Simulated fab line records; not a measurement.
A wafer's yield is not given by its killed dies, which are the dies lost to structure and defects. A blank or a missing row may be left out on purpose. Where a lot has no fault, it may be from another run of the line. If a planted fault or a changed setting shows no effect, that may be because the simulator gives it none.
Lot-split experiment + flow sfq line + route with 325 steps; 5 lots, 27 wafers read

ABOUT THE SPLIT
At SFQ_TRILAYER_JJ_TRILAYER_DEP_SPUTTER_109 (material Nb, target thk 150 nm, time 100 s), the setting time s was moved away from the recipe's 100 s on 6 of the 27 wafers read, by +17.9% to +20.7%. The other wafers ran this setting at the recipe's value.

FROM THE SPLIT TO THE READING: what the file shows between them, 1 step
- SFQ_TRILAYER_M5_BARC_OPEN_METAL_ETCH_161: etches BARC in O2, target depth 125 nm, time 41.7 s (also split here: time s)

THE READING
oes product au, in a.u., at SFQ_TRILAYER_M5_ETCH_METAL_ETCH_126 (etches Nb in Cl2/BCl3, stops on SiO2, time 203.2 s, target depth 265 nm). On this fab line, fault-free wafers typically give 0.727 a.u. with a standard deviation of 0.0061 a.u.

| wafer  | tool, chamber at the split | time s as run, s | against the recipe | oes product au, a.u. | against lot-mates on the recipe |
|--------|----------------------------|------------------|--------------------|----------------------|---------------------------------|
| L074.1 | pvd sputter-03, -          | 100              | recipe             | 0.723                | -                               |
| L074.2 | pvd sputter-03, -          | 100              | recipe             | 0.727                | -                               |
| L074.3 | pvd sputter-03, -          | 100              | recipe             | 0.730                | -                               |
| L074.4 | pvd sputter-03, -          | 100              | recipe             | 0.727                | -                               |
| L074.5 | pvd sputter-03, -          | 100              | recipe             | 0.730                | -                               |
| L074.6 | pvd sputter-03, -          | 100              | recipe             | 0.727                | -                               |
| L075.1 | pvd sputter-06, -          | 100              | recipe             | 0.723                | -                               |
| L075.2 | pvd sputter-06, -          | 100              | recipe             | 0.724                | -                               |
| L075.3 | pvd sputter-06, -          | 100              | recipe             | 0.733                | -                               |
| L075.4 | pvd sputter-06, -          | 100              | recipe             | 0.723                | -                               |
| L075.5 | pvd sputter-06, -          | 100              | recipe             | 0.722                | -                               |
| L075.6 | pvd sputter-06, -          | 100              | recipe             | 0.724                | -                               |
| L081.3 | pvd sputter-03, -          | 100              | recipe             | 0.719                | -                               |
| L081.4 | pvd sputter-03, -          | 100              | recipe             | 0.709                | -                               |
| L081.5 | pvd sputter-03, -          | 100              | recipe             | 0.726                | -                               |
| L083.1 | pvd sputter-04, -          | 100              | recipe             | 0.736                | -                               |
| L083.2 | pvd sputter-04, -          | 120.7            | +20.7%             | 0.801                | +0.069                          |
| L083.3 | pvd sputter-04, -          | 120.7            | +20.7%             | 0.811                | +0.079                          |
| L083.4 | pvd sputter-04, -          | 100              | recipe             | 0.733                | -                               |
| L083.5 | pvd sputter-04, -          | 120.7            | +20.7%             | 0.800                | +0.068                          |
| L083.6 | pvd sputter-04, -          | 100              | recipe             | 0.727                | -                               |
| L084.1 | pvd sputter-03, -          | 117.9            | +17.9%             | 0.794                | +0.064                          |
| L084.2 | pvd sputter-03, -          | 100              | recipe             | 0.732                | -                               |
| L084.3 | pvd sputter-03, -          | 117.9            | +17.9%             | 0.790                | +0.060                          |
| L084.4 | pvd sputter-03, -          | 117.9            | +17.9%             | 0.793                | +0.063                          |
| L084.5 | pvd sputter-03, -          | 100              | recipe             | 0.735                | -                               |
| L084.6 | pvd sputter-03, -          | 100              | recipe             | 0.724                | -                               |

THE FIT
A straight line over all 27 wafers: oes product au changes by +0.00372 a.u. for each +1% of time s; r = +0.98; the points scatter about the line by 0.0057 a.u.
The same after taking each lot's own level away (the mean of its wafers on the recipe; 27 wafers): +0.00347 a.u. for each +1%; r = +0.99; scatter 0.0043 a.u.
The reading moves by 0.072 a.u. for the largest change in time s, on that fit.
Measured against the standard deviation above, the lots' own levels, which go from 0.7180 to 0.7320 a.u., span 2.3 times it.
So the lot-to-lot level changes the slope little: the two slopes agree.
Check: for one of the wafers moved furthest among these (+20.7%), held out of the fit, the line's prediction against its lot-mates is +0.0725 a.u. Against them it came out at +0.069 a.u.

FURTHER SPLITS ON THESE WAFERS
Note: prior to the reading, these wafers also went through further splits. Each is held against what the fit with the lots' levels taken away leaves over:
| other split on the same wafers                    | wafers away from the commonest value | r with oes product au (lot level and that fit taken away) |
|---------------------------------------------------|--------------------------------------|-----------------------------------------------------------|
| SFQ_TRILAYER_INCOMING_OXIDATION_002 ox time s     | 21                                   | +0.00                                                     |
| SFQ_TRILAYER_L0_ETCH_METAL_ETCH_008 time s        | 6                                    | +0.21                                                     |
| SFQ_TRILAYER_M0_ETCH_METAL_ETCH_024 time s        | 6                                    | -0.26                                                     |
| SFQ_TRILAYER_M1_BARC_OPEN_METAL_ETCH_054 time s   | 6                                    | -0.15                                                     |
| SFQ_TRILAYER_M3_BARC_OPEN_METAL_ETCH_100 time s   | 6                                    | +0.03                                                     |
| SFQ_TRILAYER_I3_VIA_BARC_OPEN_VIA_ETCH_121 time s | 6                                    | +0.00                                                     |
| SFQ_TRILAYER_M5_BARC_OPEN_METAL_ETCH_161 time s   | 9                                    | -0.16                                                     |

THE WHOLE CHAIN: every reading that the file lists as answering this split, in the file's order
| step                                     | what it does                                                            | reading                                                                                            | change (the file's fit)                   | r (the file's) |
|------------------------------------------|-------------------------------------------------------------------------|----------------------------------------------------------------------------------------------------|-------------------------------------------|----------------|
| SFQ_TRILAYER_JJ_TRILAYER_DEP_SPUTTER_109 | material Nb, target thk 150 nm, time 100 s                              | Nb_of_TRILAYER_JJ_TRILAYER_DEP_SPUTTER_109.thk nm (the simulator's own value, which no gauge read) | +1.51 nm for each +1% of the setting      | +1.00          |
| SFQ_TRILAYER_M5_ETCH_METAL_ETCH_126      | etches Nb in Cl2/BCl3, stops on SiO2, time 203.2 s, target depth 265 nm | oes product au                                                                                     | +0.00347 a.u. for each +1% of the setting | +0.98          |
| SFQ_TRILAYER_M5_ETCH_METAL_ETCH_126      | etches Nb in Cl2/BCl3, stops on SiO2, time 203.2 s, target depth 265 nm | M5.feature depth nm (the simulator's own value, which no gauge read)                               | +1.5 nm for each +1% of the setting       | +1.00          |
| SFQ_TRILAYER_M5_ETCH_METAL_ETCH_126      | etches Nb in Cl2/BCl3, stops on SiO2, time 203.2 s, target depth 265 nm | etch.depth nm (the simulator's own value, which no gauge read)                                     | +1.54 nm for each +1% of the setting      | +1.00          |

THE FILE'S OWN FIT
oes product au changes by +0.00347 a.u. for each +1% of time s, r = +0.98.
